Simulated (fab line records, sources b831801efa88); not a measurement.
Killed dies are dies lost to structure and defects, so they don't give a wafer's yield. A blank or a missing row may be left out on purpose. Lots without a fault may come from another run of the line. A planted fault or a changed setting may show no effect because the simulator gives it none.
A struck lot beside a sound one | flow sky130 | 44 steps out of a route of 708
Sound: wafers L583.2, L583.4, L583.6. Struck: wafers L598.2, L598.4, L598.6. The cause comes at the end.
At each step with rows: each side's tool, then ch and its chambers, then its first start. Under that, the readings that differ: sound wafers | struck wafers | difference of the means | sigmas: that difference in standard deviations of wafers without a fault.
alike: readings whose means differ by less than 2 such deviations, and words and numbers that are the same on both sides. not compared: withheld readings, readings that some wafer has no value for, bounds like >300 that may hide the same value, and numbers for which the record gives no deviation and whose values overlap.
The two part at a step that has a row with sigmas, a row that says differs or no value, or rows on one side only. Numbers that don't overlap but have no deviation are shown without sigmas and don't part them. A reading that every wafer of one side lacks parts them only if that side has two wafers or more.

SKY_FIELD_ISO_STRIP_16: strips in O2/N2.
  sound on plasma_asher-02 ch 0,1, day 3 18:13; struck on plasma_asher-04 ch 0, day 6 17:40
  alike: drypump_motor_current_A, o2_flow_sccm, oes_product_au, strip_time_to_endpoint_s
  not compared: rf_hours_counter_h
SKY_FIELD_ISO_ETCH_17: etches Si in HBr/Cl2/O2, target depth 342 nm, time 97.7 s.
  sound on rie_si-02 ch 1,2,3, day 3 18:19; struck on rie_si-02 ch 1,2,3, day 6 17:46
  alike: drypump_motor_current_A, oes_product_au, run_length_s, throttle_valve_pct
  not compared: rf_hours_counter_h
then, 5 steps without rows for these wafers: SKY_FIELD_ISO_WET_ETCH_18 (etches Si3N4 in H3PO4, target depth 25 nm, time 286 s); SKY_FIELD_ISO_CLEAN_19 (cleans in SC1/SC2, time 150 s); SKY_FIELD_ISO_CLEAN_20 (cleans in dHF, time 20 s); SKY_FIELD_ISO_WET_ETCH_21 (etches SiO2 in dHF, target depth 20 nm, time 400 s); SKY_FIELD_ISO_OXIDATION_22 (stabilise 600 s, purge 300 s, target thk 10 nm).
SKY_FIELD_ISO_THK_MEAS_23:
  sound on film_metro-03, day 4 02:30; struck on film_metro-03, day 6 19:49
  alike: FIELD_ISO_OXIDATION_01_THK
then, 1 step without rows for these wafers: SKY_FIELD_ISO_CVD_24 (deposits SiO2, target thk 595 nm, time 99.2 s).
SKY_FIELD_ISO_THK_MEAS_25:
  sound on film_metro-04, day 4 02:38; struck on film_metro-04, day 6 19:56
  alike: FIELD_ISO_CVD_24_THK
then, 1 step without rows for these wafers: SKY_FIELD_ISO_ANNEAL_26 (time 1800 s).
SKY_FIELD_ISO_CMP_27: polishes, stops on Si3N4, t overpolish 16 s, target thk 457.8 nm.
  sound on cmp-02 ch 2,3, day 4 09:50; struck on cmp-01 ch 1,2,3, day 6 21:32
  alike: motor_current_A, overpolish_run_s, time_to_endpoint_s
SKY_FIELD_ISO_WET_ETCH_28: etches SiO2 in dHF, target depth 23.7 nm, time 47 s.
  sound on wet_bench-02 ch 1, day 4 10:08; struck on wet_bench-04 ch 0, day 6 21:47
  reading                                    | sound             | struck            | difference | sigmas
  run_length_s (s)                           | 75 75 75          | 110 110 110       | +35        | +11
  model.SiO2_of_FIELD_ISO_CVD_24.thk_nm (nm) | 433.6 433.3 433.2 | 417.9 417.2 416.8 | -16.1      |
then, 4 steps without rows for these wafers: SKY_FIELD_ISO_WET_ETCH_29 (etches Si3N4 in H3PO4, target depth 160 nm, time 1825 s); SKY_FIELD_ISO_WET_ETCH_30 (etches SiO2 in dHF, target depth 25 nm, time 50 s); SKY_NWELL_CLEAN_00 (cleans in SC1/SC2, time 150 s); SKY_NWELL_OXIDATION_01 (stabilise 600 s, purge 300 s, target thk 10 nm).
SKY_NWELL_THK_MEAS_02:
  sound on film_metro-04, day 4 18:02; struck on film_metro-02, day 7 00:25
  alike: NWELL_OXIDATION_THK
then, 8 steps without rows for these wafers: SKY_DNWELL_DEHYDRATE_00 (time 60 s); SKY_DNWELL_HMDS_01 (prime time 60 s); SKY_DNWELL_COAT_02 (resist thk 3000 nm); SKY_DNWELL_SOFTBAKE_03; SKY_DNWELL_EXPOSE_04 (exposes mask DNM, target cd 3000 nm); SKY_DNWELL_PEB_05; SKY_DNWELL_DEVELOP_06 (develop time 60 s); SKY_DNWELL_IMPLANT_07.
SKY_DNWELL_STRIP_08: strips in O2/N2.
  sound on plasma_asher-02 ch 0,1, day 5 09:57; struck on plasma_asher-04 ch 1, day 7 21:03
  alike: drypump_motor_current_A, o2_flow_sccm, oes_product_au, strip_time_to_endpoint_s
  not compared: rf_hours_counter_h
SKY_DNWELL_TW_MEAS_09:
  sound on film_metro-04, day 5 10:04; struck on film_metro-02, day 7 21:10
  alike: DNWELL_TW
then, 7 steps without rows for these wafers: SKY_PWDE_DEHYDRATE_00 (time 60 s); SKY_PWDE_HMDS_01 (prime time 60 s); SKY_PWDE_COAT_02 (resist thk 3000 nm); SKY_PWDE_SOFTBAKE_03; SKY_PWDE_EXPOSE_04 (exposes mask PWDEM, target cd 840 nm); SKY_PWDE_PEB_05; SKY_PWDE_DEVELOP_06 (develop time 60 s).
SKY_PWDE_OVL_MEAS_07:
  sound on overlay-01, day 6 05:10; struck on overlay-02, day 8 18:19
  reading       | sound          | struck       | difference | sigmas
  PWDE_OVL (nm) | -3.6 -4.4 -2.1 | 1.5 1.5 -0.6 | +4.2       | +3
then, 1 step without rows for these wafers: SKY_PWDE_IMPLANT_08.
SKY_PWDE_STRIP_09: strips in O2/N2.
  sound on plasma_asher-01 ch 0,1, day 6 05:20; struck on plasma_asher-01 ch 0,1, day 8 18:29
  alike: drypump_motor_current_A, o2_flow_sccm, oes_product_au, strip_time_to_endpoint_s
  not compared: rf_hours_counter_h
SKY_PWDE_TW_MEAS_10:
  sound on film_metro-03, day 6 05:27; struck on film_metro-02, day 8 18:36
  alike: PWDE_TW
then, 3 steps without rows for these wafers: SKY_NWELL_DEHYDRATE_03 (time 60 s); SKY_NWELL_HMDS_04 (prime time 60 s); SKY_NWELL_COAT_05 (resist thk 3000 nm).
-- the record jumps here: 26 days lie between the struck wafers' starts before and after (it left off in module NWELL and takes up again in module SALICIDE, whose first step shown is number 361 of the route) --
SKY_SALICIDE_CLEAN_00: cleans in HF-last, time 30 s.
  sound on wet_bench-04 ch 2, day 31 10:35; struck on wet_bench-04 ch 0, day 35 03:03
  reading                                    | sound           | struck            | difference | sigmas
  model.SiO2_of_FIELD_ISO_CVD_24.thk_nm (nm) | 358 357.9 357.9 | 342.2 341.6 341.2 | -16.3      |
-- the record jumps here: 16 days lie between the struck wafers' starts before and after (it left off in module SALICIDE and takes up again in module PAD_OPEN, whose first step shown is number 708 of the route) --
SKY_PAD_OPEN_PROBE_99:
  sound on prober-02, day 48 14:10; struck on prober-02, day 50 19:49
  reading                                 | sound                         | struck                        | difference | sigmas
  model.etest.res_p_drift_20v.line_ohm_um | 1.224e+04 1.172e+04 1.223e+04 | 1.091e+04 1.069e+04 1.1e+04   | -1.197e+03 |
  model.etest.res_p_drift_20v.rs_ohm_sq   | 1.008e+04 9708 1.009e+04      | 9145 8951 9248                | -845       |
  model.etest.pfet_16v.r_on_ohm_um        | 1.524e+04 1.495e+04 1.519e+04 | 1.478e+04 1.461e+04 1.482e+04 | -3.900e+02 |
  model.etest.res_iso_pwell.rs_ohm_sq     | 3086 2942 3099                | 2771 2678 2804                | -291       |
  model.etest.res_iso_pwell.line_ohm_um   | 1173 1128 1161                | 1036 999.5 1057               | -123       |
  model.etest.res_nwell.rs_ohm_sq         | 948.9 933.4 948.1             | 918.2 902.2 921.4             | -29.5      |
  model.etest.cap_li_to_poly.c_af_um2     | 98.2 100.5 96.95              | 94.71 94.91 94.37             | -3.89      |
  model.etest.cap_poly_to_well.c_af_um2   | 91.22 90.31 90.59             | 92.9 95.95 92.43              | +3.1       |
  alike: killed_at_M0_to_M3, killed_at_M4_up, killed_at_contacts, killed_at_front_end, killed_at_other, killed_dies, killed_open, killed_short

WHERE THEY PART
First at SKY_FIELD_ISO_WET_ETCH_28; last, within this record, at SKY_PWDE_OVL_MEAS_07. Later steps at which nothing parts them and some readings are alike: SKY_PWDE_STRIP_09, SKY_PWDE_TW_MEAS_10, SKY_PAD_OPEN_PROBE_99.

WHY: what the simulator had put in
Process parameter drift: wet_bench-04, from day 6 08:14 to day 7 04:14, at SKY_FIELD_ISO_WET_ETCH_28. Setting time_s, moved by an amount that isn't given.
